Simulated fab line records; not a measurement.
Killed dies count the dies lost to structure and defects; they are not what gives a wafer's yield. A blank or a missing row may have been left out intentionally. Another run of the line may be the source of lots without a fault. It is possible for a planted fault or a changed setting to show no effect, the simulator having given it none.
Which tool is to blame?    flow sfq_line    15 lots with 43 wafers sampled at 2 steps, on a route of 325 steps

WHAT THE GAUGES SHOWED, per wafer
SFQ_M1_OVL_MEAS_911. Usual: M1_OVL 1 nm, standard deviation 4.9.
lot   measured      on          M1_OVL (nm)  flag
L225  day 12 16:44  overlay-02  2 2 11       
L227  day 13 17:58  overlay-02  3 12 6       
L229  day 14 10:43  overlay-02  9 0 9        
L230  day 14 22:42  overlay-01  -11 5        
L231  day 15 07:07  overlay-01  8 -1         
L232  day 15 10:43  overlay-02  -4 -1 -2     
L237  day 16 23:34  overlay-01  2 -1 2       
L238  day 17 04:21  overlay-01  -6 1 -5      
L240  day 17 23:32  overlay-02  2 7 -6       
L241  day 18 00:44  overlay-02  -10 -4 -1    
L242  day 18 06:45  overlay-01  -2 -6 -1     
L245  day 19 04:08  overlay-02  3 -3 2       
L246  day 19 12:32  overlay-02  5 3 3        
L247  day 19 13:44  overlay-02  -4 9 -4      
L248  day 20 01:44  overlay-01  1 8 3        

TOOL THAT RAN EACH LOT (tool first, then ch and the chambers of the sampled wafers, then the start)
lot   SFQ_TRILAYER_M0_BARC_OPEN_METAL_ETCH_031
L225  rie_metal-04 ch 0,1, day 7 08:11
L227  rie_metal-01 ch 0,1, day 7 23:48
L229  rie_metal-04 ch 0,1, day 8 11:47
L230  rie_metal-03 ch 0,1, day 8 20:11
L231  rie_metal-04 ch 0, day 9 02:17
L232  rie_metal-04 ch 0,1, day 9 07:50
L237  rie_metal-03 ch 0,1, day 10 13:23
L238  rie_metal-04 ch 0,1, day 10 19:23
L240  rie_metal-04 ch 0, day 11 02:35
L241  rie_metal-03 ch 0,1, day 11 07:23
L242  rie_metal-01 ch 0,1, day 11 11:00
L245  rie_metal-01 ch 1, day 12 10:47
L246  rie_metal-04 ch 0,1, day 12 17:59
L247  rie_metal-04 ch 0,1, day 12 21:35
L248  rie_metal-01 ch 0,1, day 13 04:47
- SFQ_TRILAYER_M0_BARC_OPEN_METAL_ETCH_031: etches BARC in O2, target depth 125 nm, time 41.7 s.

WHAT THE TOOLS THEMSELVES READ (means of the sampled wafers that have a number; where no wafer has one, the mark that the record gives instead)
SFQ_TRILAYER_M0_BARC_OPEN_METAL_ETCH_031. Usual: drypump_motor_current_A 5.7 A, standard deviation 0.53; oes_product_au 0.685 a.u., standard deviation 0.0049.
lot   tool          drypump_motor_current_A (A)  oes_product_au (a.u.)  flag
L225  rie_metal-04  5.8                          0.686                  
L227  rie_metal-01  5.4                          0.687                  
L229  rie_metal-04  5.9                          0.685                  
L230  rie_metal-03  5.8                          0.690                  
L231  rie_metal-04  6.2                          0.686                  
L232  rie_metal-04  6.0                          0.680                  
L237  rie_metal-03  6.0                          0.685                  
L238  rie_metal-04  5.9                          0.689                  
L240  rie_metal-04  6.2                          0.683                  
L241  rie_metal-03  5.6                          0.687                  
L242  rie_metal-01  5.4                          0.686                  
L245  rie_metal-01  5.6                          0.684                  
L246  rie_metal-04  5.9                          0.679                  
L247  rie_metal-04  6.0                          0.683                  
L248  rie_metal-01  5.2                          0.683                  

THE ANSWER, worked out from the rows above alone
Rule: lot off if the mean of its wafers having a number is beyond 3 standard deviations from the usual mean. A lot without any number at a reading at which 4 lots or more have one is off too. Any other lot the step has rows for is counted as sound. The gauges are gone through in route order, then the tools' own readings, and for those a lot's mean is taken as printed above. At the first step where some lot is off, the reading lying furthest off is the one used; lots without a number count as furthest.
None of the lots is off at any reading shown; this tells nothing.

WHAT HAD BEEN PUT IN BY THE SIMULATOR
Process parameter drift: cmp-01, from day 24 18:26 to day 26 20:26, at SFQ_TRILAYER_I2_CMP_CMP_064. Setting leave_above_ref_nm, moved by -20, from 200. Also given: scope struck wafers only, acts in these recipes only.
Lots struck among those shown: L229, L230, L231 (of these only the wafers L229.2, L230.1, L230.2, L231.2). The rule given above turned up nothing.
